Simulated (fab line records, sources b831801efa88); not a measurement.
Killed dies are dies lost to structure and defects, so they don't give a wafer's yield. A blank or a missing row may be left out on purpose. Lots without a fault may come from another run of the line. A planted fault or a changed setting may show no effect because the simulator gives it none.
Split-lot experiment | flow sky130 | 5 lots, 23 wafers read, on a route of 708 steps

THE SPLIT
At SKY_SONOS_TUNNEL_IMPLANT_09, the setting energy_kev was moved away from the recipe's 20 on 7 of the 23 wafers read, by -3.1% to +2.3%. The other wafers ran this setting at the recipe's value.

The reading is taken at the split's own step.

THE READING
implant.drp_nm (the simulator's own value, which no gauge read), in nm, at SKY_SONOS_TUNNEL_IMPLANT_09. The file gives no usual value for it.

wafer  | tool, chamber at the split | energy_kev as run | against the recipe | implant.drp_nm, nm | against lot-mates on the recipe
L074.2 | implanter-01, 0            | 20                | recipe             | 28.34              | -
L074.3 | implanter-01, 0            | 20                | recipe             | 28.34              | -
L074.4 | implanter-01, 0            | 20                | recipe             | 28.34              | -
L075.1 | implanter-02, 0            | 20                | recipe             | 28.34              | -
L075.2 | implanter-02, 0            | 20                | recipe             | 28.34              | -
L075.3 | implanter-02, 0            | 20                | recipe             | 28.34              | -
L075.5 | implanter-02, 0            | 20                | recipe             | 28.34              | -
L075.6 | implanter-02, 0            | 20                | recipe             | 28.34              | -
L080.1 | implanter-02, 0            | 20                | recipe             | 28.34              | -
L080.2 | implanter-02, 0            | 20                | recipe             | 28.34              | -
L080.5 | implanter-02, 0            | 20                | recipe             | 28.34              | -
L080.3 | implanter-02, 0            | 19.47             | -2.7%              | 27.81              | -0.53
L080.4 | implanter-02, 0            | 19.47             | -2.7%              | 27.81              | -0.53
L083.1 | implanter-02, 0            | 19.38             | -3.1%              | 27.72              | -0.62
L083.3 | implanter-02, 0            | 19.38             | -3.1%              | 27.72              | -0.62
L083.5 | implanter-02, 0            | 19.38             | -3.1%              | 27.72              | -0.62
L083.2 | implanter-02, 0            | 20                | recipe             | 28.34              | -
L083.6 | implanter-02, 0            | 20                | recipe             | 28.34              | -
L085.1 | implanter-02, 0            | 20                | recipe             | 28.34              | -
L085.2 | implanter-02, 0            | 20                | recipe             | 28.34              | -
L085.4 | implanter-02, 0            | 20                | recipe             | 28.34              | -
L085.3 | implanter-02, 0            | 20.46             | +2.3%              | 28.82              | +0.48
L085.6 | implanter-02, 0            | 20.46             | +2.3%              | 28.82              | +0.48

THE FIT
A straight line over all 23 wafers: implant.drp_nm changes by +0.202 nm for each +1% of energy_kev; r = +1.00; the points scatter about the line by 0.0048 nm.
The same after taking each lot's own level away (the mean of its wafers on the recipe; 23 wafers): +0.202 nm for each +1%; r = +1.00; scatter 0.0048 nm.
On that fit, the largest move of energy_kev shifts the reading by 0.63 nm.
The lots' own levels span 28.340 to 28.340 nm.
So the lot-to-lot level changes the slope little: the two slopes agree.
Check: with one of the wafers moved furthest among these (-3.1%) left out of the fit, the line predicts -0.625 nm for it against its lot-mates. It came out at -0.62 nm against them.

OTHER SPLITS ON THESE WAFERS
These wafers also went through other splits before the reading. Each is held against what the fit with the lots' levels taken away leaves over:
other split on the same wafers           | wafers away from the commonest value | r with implant.drp_nm (lot level and that fit taken away)
SKY_DNWELL_COAT_02 resist_thk_nm         | 8                                    | +0.28
SKY_NWELL_IMPLANT_24 energy_kev          | 8                                    | +0.53
SKY_VT_ADJUST_HVTP_COAT_02 resist_thk_nm | 5                                    | +0.36
SKY_VT_ADJUST_HVTP_IMPLANT_09 dose_cm2   | 11                                   | -0.03
SKY_VT_ADJUST_LVTN_IMPLANT_08 energy_kev | 7                                    | -0.30
SKY_VT_ADJUST_LVTN_COAT_13 resist_thk_nm | 6                                    | +0.20
SKY_VT_ADJUST_LVTN_STRIP_20 o2_flow_sccm | 2                                    | -0.02
SKY_VT_ADJUST_HVTR_IMPLANT_09 dose_cm2   | 8                                    | -0.04
SKY_VT_ADJUST_PCH_COAT_02 spin_rpm       | 6                                    | -0.18
SKY_SONOS_TUNNEL_COAT_02 spin_rpm        | 9                                    | -0.24

THE WHOLE CHAIN: every reading that the file lists as answering this split, in the file's order
step                        | what it does | reading                                                         | change (the file's fit)               | r (the file's)
SKY_SONOS_TUNNEL_IMPLANT_09 |              | implant.rp_nm (the simulator's own value, which no gauge read)  | +0.653 nm for each +1% of the setting | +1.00
SKY_SONOS_TUNNEL_IMPLANT_09 |              | implant.drp_nm (the simulator's own value, which no gauge read) | +0.202 nm for each +1% of the setting | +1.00

THE FILE'S OWN FIT
implant.drp_nm changes by +0.202 nm for each +1% of energy_kev, r = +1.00.
